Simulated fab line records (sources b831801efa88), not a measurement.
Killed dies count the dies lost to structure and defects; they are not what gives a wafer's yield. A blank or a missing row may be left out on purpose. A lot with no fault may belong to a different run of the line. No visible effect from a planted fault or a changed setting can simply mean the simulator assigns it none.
fab line records	flow sky130
record: lots: 7	wafers: 21	last-day: 50
route steps=708 shown SD_P@322 RES_XHIGH@332 PAD_OPEN@708
lots with no fault: from the same line, run without faults
start-h: the number of hours between the record's first day and the start of the first shown wafer of the lot	wait-h: hours elapsed since this lot's preceding step	" the same as in the row above	L1.1+2: one row covering several wafers at once	- no value, or no start was given	* or withheld: withheld	< > ~ a bound
route shown NAME@n: names a module that has steps shown in the file, with the first one's number in the route	usual: mean/standard deviation of fault-free wafers	same: alike in all rows	chamber/n: place in a boat	sites: each site's reading	_std_site: their standard deviation	_edge_site: the outer-site mean with the inner-site mean subtracted	radius-mm: how far each site lies from the wafer's centre	mask NAME#n: copy n	behind: the most recent tool/chamber to have shaped the wafer	hold: reason for holding the lot/hours on hold/outcome of the hold	device: the n, p or np transistor that did not switch	end of line: tests run on the same wafers once the route is complete	a step given without rows: its recipe and nothing more	killed: dies lost to structure and defects at the first sort, not the wafer's yield	map: a wafer's dies, x killed, . not, _ none there
set.NAME: the setting as run; set.NAME@STEP: as run at that earlier step	model.NAME: the simulator's own value behind a step, which no gauge read
lots at selected steps of the route; one table per step, one row per wafer
services: from which hour (start-h, from the record's first day; less than 0 if before it) a tool's chamber was out of use, for how many hours, and why
== steps ==
step: SKY_SD_P_COAT_02
recipe: resist: NOVOLAK	spin-rpm: 3000	resist-thk-nm: 1140
step: SKY_SD_P_SOFTBAKE_03
recipe: temp-c: 90	time-s: 60	resist: NOVOLAK
step: SKY_SD_P_EXPOSE_04
recipe: mask-id: PSDM	na: 0.6	source-shape: conventional	sigma-outer: 0.6	polarization: unpolarized	target-cd-nm: 380	dose-mj: 138
step: SKY_SD_P_PEB_05
recipe: temp-c: withheld	time-s: *	resist: NOVOLAK
step: SKY_SD_P_DEVELOP_06
recipe: resist: NOVOLAK	developer: TMAH	develop-time-s: 60	dev-temp-c: 23
step: SKY_SD_P_CD_MEAS_07
recipe: target-cd-nm: 380
usual: cd-nm: 380/3.1
lot.wafer	tool	chamber	start-h	wait-h	cd-nm
L699.1	cd-sem-02	-	582.77	0.1	376
L699.4	"	-	"	"	378
L699.6	"	-	"	"	378
L703.3	cd-sem-01	-	615.87	0.1	375
L703.4	"	-	"	"	375
L703.6	"	-	"	"	373
L704.2	cd-sem-02	-	631.25	0.1	381
L704.3	"	-	"	"	381
L704.5	"	-	"	"	382
L705.2	cd-sem-01	-	643.29	0.1	383
L705.3	"	-	"	"	383
L705.5	"	-	"	"	384
L717.2	cd-sem-01	-	733.31	0.1	379
L717.4	"	-	"	"	379
L717.5	"	-	"	"	378
L720.2	cd-sem-01	-	754.34	0.1	377
L720.3	"	-	"	"	377
L720.5	"	-	"	"	379
L721.1	cd-sem-02	-	770.83	0.1	380
L721.3	"	-	"	"	378
L721.4	"	-	"	"	379
step: SKY_SD_P_OVL_MEAS_08
usual: SD_P_OVL: -0.8/1.4
lot.wafer	tool	chamber	start-h	wait-h	SD_P_OVL[nm]
L699.1	overlay-02	-	582.89	0.1	0.7
L699.4	"	-	"	"	-0.9
L699.6	"	-	"	"	-0.6
L703.3	overlay-01	-	615.97	0.1	1.8
L703.4	"	-	"	"	0.8
L703.6	"	-	"	"	0.0
L704.2	overlay-01	-	631.36	0.1	-2.4
L704.3	"	-	"	"	-2.0
L704.5	"	-	"	"	-0.9
L705.2	overlay-01	-	643.40	0.1	2.0
L705.3	"	-	"	"	0.4
L705.5	"	-	"	"	1.8
L717.2	overlay-02	-	733.41	0.1	-1.9
L717.4	"	-	"	"	-2.0
L717.5	"	-	"	"	-2.4
L720.2	overlay-01	-	754.45	0.1	-1.7
L720.3	"	-	"	"	-1.9
L720.5	"	-	"	"	-1.9
L721.1	overlay-02	-	770.95	0.1	-2.4
L721.3	"	-	"	"	-2.5
L721.4	"	-	"	"	-2.8
step: SKY_SD_P_IMPLANT_09
recipe: species: BF2	energy-kev: 20	dose-cm2: 3e+15	tilt-deg: 0
step: SKY_SD_P_STRIP_10
recipe: chemistry: O2/N2	power-w: 1400	pressure-mtorr: 1500	platen-temp-c: withheld	o2-flow-sccm: 3000	n2-flow-sccm: 300	overash-fraction: 0.5
usual: drypump-motor-current-A: 5.7/0.43	oes-product-au: 0.618/0.0046	strip-time-to-endpoint-s: 17.53/0.041
lot.wafer	tool	chamber	start-h	wait-h	drypump-motor-current-A	oes-product-au	rf-hours-counter-h	strip-time-to-endpoint-s
L699.1	plasma-asher-03	1	583.08	0.1	5.6	0.625	81	17.55
L699.4	"	1	"	"	5.6	0.616	-	17.46
L699.6	"	1	"	"	5.6	0.623	-	17.51
L703.3	plasma-asher-02	0	616.17	0.1	5.9	0.623	-	17.52
L703.4	"	1	"	"	5.4	0.623	-	17.56
L703.6	"	1	"	"	5.3	0.612	-	17.57
L704.2	plasma-asher-02	1	631.54	0.1	5.3	0.612	46	17.58
L704.3	"	0	"	"	5.9	0.628	-	17.57
L704.5	"	0	"	"	5.9	0.619	-	17.54
L705.2	plasma-asher-04	1	643.58	0.1	5.1	0.613	100	17.44
L705.3	"	1	"	"	5.1	0.616	-	17.46
L705.5	"	1	"	"	5.1	0.614	-	17.42
L717.2	plasma-asher-02	1	733.59	0.1	5.3	0.619	57	17.55
L717.4	"	0	"	"	5.9	0.618	-	17.57
L717.5	"	0	"	"	5.9	0.615	-	17.58
L720.2	plasma-asher-03	1	754.63	0.1	5.6	0.616	98	17.50
L720.3	"	0	"	"	6.5	0.618	-	17.53
L720.5	"	1	"	"	5.6	0.629	-	17.52
L721.1	plasma-asher-04	0	771.13	0.1	5.8	0.614	3	17.51
L721.3	"	1	"	"	5.1	0.616	-	17.51
L721.4	"	0	"	"	5.8	0.613	-	17.51
step: SKY_SD_P_TW_MEAS_11
usual: SD_P_TW: 2809/26
lot.wafer	tool	chamber	start-h	wait-h	SD_P_TW
L699.1	film-metro-01	-	583.18	0.1	2816
L699.4	"	-	"	"	2785
L699.6	"	-	"	"	2797
L703.3	film-metro-02	-	616.26	0.1	2777
L703.4	"	-	"	"	2763
L703.6	"	-	"	"	2775
L704.2	film-metro-01	-	631.65	0.1	2829
L704.3	"	-	"	"	2817
L704.5	"	-	"	"	2821
L705.2	film-metro-01	-	643.69	0.1	2806
L705.3	"	-	"	"	2810
L705.5	"	-	"	"	2812
L717.2	film-metro-02	-	733.70	0.1	2796
L717.4	"	-	"	"	2791
L717.5	"	-	"	"	2786
L720.2	film-metro-01	-	754.74	0.1	2826
L720.3	"	-	"	"	2819
L720.5	"	-	"	"	2829
L721.1	film-metro-01	-	771.23	0.1	2807
L721.3	"	-	"	"	2800
L721.4	"	-	"	"	2787
step: SKY_RES_XHIGH_DEHYDRATE_00
recipe: temp-c: 200	time-s: 60
step: SKY_RES_XHIGH_HMDS_01
recipe: prime-time-s: 60	prime-temp-c: 120
step: SKY_RES_XHIGH_COAT_02
recipe: resist: NOVOLAK	spin-rpm: 3000	resist-thk-nm: 1140
usual: chill-plate-temp-C: 23.00/0.11	dispense-pressure-kPa: 47/4.2
lot.wafer	tool	chamber	start-h	wait-h	chill-plate-temp-C	dispense-pressure-kPa
L699.1	litho-track-01	0	596.68	0.1	23.01	44
L699.4	"	0	"	"	22.98	44
L699.6	"	0	"	"	22.82	44
L703.3	litho-track-01	-	630.38	0.1	-	-
L703.4	"	-	"	"	-	-
L703.6	"	-	"	"	-	-
L704.2	litho-track-02	-	645.33	0.1	-	-
L704.3	"	-	"	"	-	-
L704.5	"	-	"	"	-	-
L705.2	litho-track-04	-	657.50	0.1	-	-
L705.3	"	-	"	"	-	-
L705.5	"	-	"	"	-	-
L717.2	litho-track-01	0	747.01	0.1	22.90	44
L717.4	"	0	"	"	22.97	44
L717.5	"	0	"	"	23.19	44
L720.2	litho-track-04	0	768.40	0.1	22.99	52
L720.3	"	0	"	"	23.21	52
L720.5	"	0	"	"	23.15	52
L721.1	litho-track-01	0	784.59	0.1	23.05	44
L721.3	"	0	"	"	23.19	44
L721.4	"	0	"	"	22.96	44
step: SKY_RES_XHIGH_SOFTBAKE_03
recipe: temp-c: 90	time-s: 60	resist: NOVOLAK
step: SKY_PAD_OPEN_PROBE_99
usual: killed_at_M0_to_M3: 44/7.3	killed_at_M4_up: 3.5/1.8	killed-at-contacts: 24/5.8	killed-at-front-end: 16/4.3	killed-at-other: 0.5/0.68	killed-dies: 88/9.4	killed-on-rim: 17/3.7	killed-open: 48/6.8	killed-short: 40/6.1
same: gross-dies: 492	killed-at-back-side: 0
lot.wafer	tool	chamber	start-h	wait-h	killed_at_M0_to_M3	killed_at_M4_up	killed-at-contacts	killed-at-front-end	killed-at-other	killed-dies	killed-on-rim	killed-open	killed-short
L699.1	prober-02	-	1071.62	0.1	48	5	28	12	0	93	16	41	52
L699.4	prober-02	-	1071.77	0.2	40	2	24	22	0	88	15	48	40
L699.6	prober-02	-	1071.87	0.2	51	5	28	18	1	103	16	54	49
L703.3	prober-02	-	1096.93	0.2	38	3	36	11	404	492	96	50	38
L703.4	prober-02	-	1096.98	0.2	44	3	27	15	403	492	96	54	34
L703.6	prober-02	-	1097.08	0.2	41	6	27	18	400	492	96	48	45
L704.2	prober-01	-	1105.67	0.1	30	6	28	16	412	492	96	39	42
L704.3	prober-01	-	1105.72	0.2	56	3	23	14	396	492	96	56	36
L704.5	prober-01	-	1105.82	0.2	41	8	20	18	405	492	96	49	38
L705.2	prober-02	-	1114.39	0.1	43	2	40	15	392	492	96	56	44
L705.3	prober-02	-	1114.44	0.2	54	1	26	17	394	492	96	59	40
L705.5	prober-02	-	1114.54	0.2	50	1	36	10	395	492	96	60	37
L717.2	prober-01	-	1174.12	0.1	44	4	24	17	0	89	18	50	38
L717.4	prober-01	-	1174.22	0.2	48	5	24	17	1	95	14	47	47
L717.5	prober-01	-	1174.27	0.2	41	2	27	13	0	83	12	37	46
killed by level:class
L699.1 CONTACT:geometric-particle:short=11 METAL2:geometric-particle:short=11 VIA1:geometric-particle:open=10 VIA3:geometric-particle:open=7 LI_CONTACT:geometric-particle:open=6 POLY_GATE:geometric-particle:short=5 CONTACT:geometric-particle:open=5 VIA2:geometric-particle:open=5
L699.4 CONTACT:geometric-particle:open=11 METAL2:geometric-particle:short=7 POLY_GATE:geometric-particle:open=6 LI_CONTACT:geometric-particle:open=6 VIA2:geometric-particle:short=6 VIA1:geometric-particle:open=5 VIA2:geometric-particle:open=5 VIA3:geometric-particle:open=5
L699.6 VIA1:geometric-particle:open=13 CONTACT:geometric-particle:open=11 LI_CONTACT:geometric-particle:open=8 FIELD_ISO:geometric-particle:short=7 VIA3:geometric-particle:open=7 METAL2:geometric-particle:short=6 METAL3:geometric-particle:short=6 VIA2:geometric-particle:open=5
L703.3 RES_XHIGH:area-expose=404 CONTACT:geometric-particle:open=18 METAL1:geometric-particle:short=7 VIA1:geometric-particle:open=7 LI_CONTACT:geometric-particle:short=6 VIA2:geometric-particle:open=5 CONTACT:geometric-particle:short=5 VIA3:geometric-particle:open=5
L703.4 RES_XHIGH:area-expose=403 VIA2:geometric-particle:open=9 VIA1:geometric-particle:open=9 CONTACT:geometric-particle:open=8 LI_CONTACT:geometric-particle:open=8 VIA3:geometric-particle:open=7 METAL1:geometric-particle:short=6 FIELD_ISO:geometric-particle:open=5
L703.6 RES_XHIGH:area-expose=399 VIA1:geometric-particle:open=10 LI_CONTACT:geometric-particle:open=8 CONTACT:geometric-particle:open=7 METAL1:geometric-particle:short=6 SPACER:geometric-particle:short=6 LOCAL_INTERCONNECT:geometric-particle:short=6 VIA3:geometric-particle:open=5
L704.2 RES_XHIGH:area-expose=410 CONTACT:geometric-particle:open=11 LI_CONTACT:geometric-particle:open=8 METAL1:geometric-particle:short=7 VIA3:geometric-particle:open=7 FIELD_ISO:geometric-particle:short=6 METAL4:geometric-particle:short=6 POLY_GATE:geometric-particle:short=4
L704.3 RES_XHIGH:area-expose=396 VIA2:geometric-particle:open=12 LI_CONTACT:geometric-particle:open=8 CONTACT:geometric-particle:open=8 VIA1:geometric-particle:open=8 METAL2:geometric-particle:short=7 POLY_GATE:geometric-particle:open=5 METAL1:geometric-particle:open=5
L704.5 RES_XHIGH:area-expose=405 CONTACT:geometric-particle:open=10 VIA1:geometric-particle:open=7 VIA2:geometric-particle:open=7 METAL4:geometric-particle:short=6 VIA3:geometric-particle:open=6 POLY_GATE:geometric-particle:open=5 METAL3:geometric-particle:short=5
L705.2 RES_XHIGH:area-expose=392 LI_CONTACT:geometric-particle:open=14 CONTACT:geometric-particle:open=11 VIA2:geometric-particle:open=8 METAL3:geometric-particle:short=7 LI_CONTACT:geometric-particle:short=6 FIELD_ISO:geometric-particle:open=5 VIA1:geometric-particle:open=5
L705.3 RES_XHIGH:area-expose=393 VIA1:geometric-particle:open=12 CONTACT:geometric-particle:open=9 VIA2:geometric-particle:open=9 VIA3:geometric-particle:open=8 LI_CONTACT:geometric-particle:open=7 METAL1:geometric-particle:short=6 SPACER:geometric-particle:short=5
L705.5 RES_XHIGH:area-expose=395 CONTACT:geometric-particle:open=13 VIA1:geometric-particle:open=10 VIA3:geometric-particle:open=9 VIA2:geometric-particle:open=7 LI_CONTACT:geometric-particle:open=7 METAL1:geometric-particle:short=7 CONTACT:geometric-particle:short=6
L717.2 VIA1:geometric-particle:open=10 VIA2:geometric-particle:open=8 CONTACT:geometric-particle:open=7 FIELD_ISO:geometric-particle:open=6 FIELD_ISO:geometric-particle:short=5 LI_CONTACT:geometric-particle:short=5 METAL2:geometric-particle:short=5 VIA3:geometric-particle:open=5
L717.4 VIA1:geometric-particle:open=12 METAL1:geometric-particle:short=7 CONTACT:geometric-particle:open=7 VIA1:geometric-particle:short=7 LI_CONTACT:geometric-particle:open=6 CONTACT:geometric-particle:short=6 VIA2:geometric-particle:open=5 METAL2:geometric-particle:short=5
L717.5 CONTACT:geometric-particle:open=10 METAL2:geometric-particle:short=8 VIA3:geometric-particle:open=7 VIA1:geometric-particle:short=6 CONTACT:geometric-particle:short=6 LI_CONTACT:geometric-particle:open=6 VIA1:geometric-particle:open=6 LOCAL_INTERCONNECT:geometric-particle:short=5
map L703.3 (x killed, . not)
__________xxxxxxxxxx_________
________xxxxxxxxxxxxxx_______
______xxxxxxxxxxxxxxxxxx_____
_____xxxxxxxxxxxxxxxxxxxx____
____xxxxxxxxxxxxxxxxxxxxxx___
___xxxxxxxxxxxxxxxxxxxxxxxx__
__xxxxxxxxxxxxxxxxxxxxxxxxxx_
_xxxxxxxxxxxxxxxxxxxxxxxxxxxx
_xxxxxxxxxxxxxxxxxxxxxxxxxxxx
_xxxxxxxxxxxxxxxxxxxxxxxxxxxx
_xxxxxxxxxxxxxxxxxxxxxxxxxxxx
_xxxxxxxxxxxxxxxxxxxxxxxxxxxx
_xxxxxxxxxxxxxxxxxxxxxxxxxxxx
_xxxxxxxxxxxxxxxxxxxxxxxxxxxx
_xxxxxxxxxxxxxxxxxxxxxxxxxxxx
__xxxxxxxxxxxxxxxxxxxxxxxxxx_
___xxxxxxxxxxxxxxxxxxxxxxxx__
____xxxxxxxxxxxxxxxxxxxxxx___
_____xxxxxxxxxxxxxxxxxxxx____
______xxxxxxxxxxxxxxxxxx_____
________xxxxxxxxxxxxxx_______
__________xxxxxxxxxx_________
map L704.2 (x killed, . not)
__________xxxxxxxxxx_________
________xxxxxxxxxxxxxx_______
______xxxxxxxxxxxxxxxxxx_____
_____xxxxxxxxxxxxxxxxxxxx____
____xxxxxxxxxxxxxxxxxxxxxx___
___xxxxxxxxxxxxxxxxxxxxxxxx__
__xxxxxxxxxxxxxxxxxxxxxxxxxx_
_xxxxxxxxxxxxxxxxxxxxxxxxxxxx
_xxxxxxxxxxxxxxxxxxxxxxxxxxxx
_xxxxxxxxxxxxxxxxxxxxxxxxxxxx
_xxxxxxxxxxxxxxxxxxxxxxxxxxxx
_xxxxxxxxxxxxxxxxxxxxxxxxxxxx
_xxxxxxxxxxxxxxxxxxxxxxxxxxxx
_xxxxxxxxxxxxxxxxxxxxxxxxxxxx
_xxxxxxxxxxxxxxxxxxxxxxxxxxxx
__xxxxxxxxxxxxxxxxxxxxxxxxxx_
___xxxxxxxxxxxxxxxxxxxxxxxx__
____xxxxxxxxxxxxxxxxxxxxxx___
_____xxxxxxxxxxxxxxxxxxxx____
______xxxxxxxxxxxxxxxxxx_____
________xxxxxxxxxxxxxx_______
__________xxxxxxxxxx_________
== services ==
tool	chamber	start-h	hours	kind
plasma-asher-04	-	573.65	2.3	repair
plasma-asher-03	-	601.60	2.7	repair
litho-track-01	-	634.13	-	consumable-replace:filter
plasma-asher-03	-	641.69	2.8	pm
plasma-asher-04	-	681.52	15.6	pm
plasma-asher-04	-	701.37	1.6	repair
plasma-asher-04	-	733.75	9.0	pm
plasma-asher-04	0	733.75	9.0	vent-cycle
plasma-asher-04	1	733.75	9.0	vent-cycle
plasma-asher-04	0	742.75	-	clean
plasma-asher-04	1	742.75	-	clean
plasma-asher-03	-	746.18	2.1	repair
plasma-asher-03	-	758.71	14.6	pm
== key ==
first-sign: step: SKY_RES_XHIGH_COAT_02	reading: tool-record	direction: missing
effect: step: SKY_PAD_OPEN_PROBE_99	reading: killed-at-other	direction: up	sigmas: 99+	usual: 0.5	struck: 400.1
more-kills-born-at: SKY_RES_XHIGH_EXPOSE_04@iline-stepper-01: 3597
met-at SKY_RES_XHIGH_COAT_02
struck-wafers L703.3,L703.4,L703.6,L704.2,L704.3,L704.5,L705.2,L705.3,L705.5
tester-left-out L703,L704,L705
onset-between 596.68 630.38
fault: kind: skipped-step-whole	tool: litho-track-01,litho-track-02,litho-track-04	chamber: -	onset-h: 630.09	steps: SKY_RES_XHIGH_COAT_02	scope: struck-lots-only
tester-left-out: of these lots the tester's yield and bins aren't shown, on N5 and GAA mostly nor the transistor test; their killed dies are dies lost to structure and defects alone, not to doping, threshold or leakage, so they don't give the yield
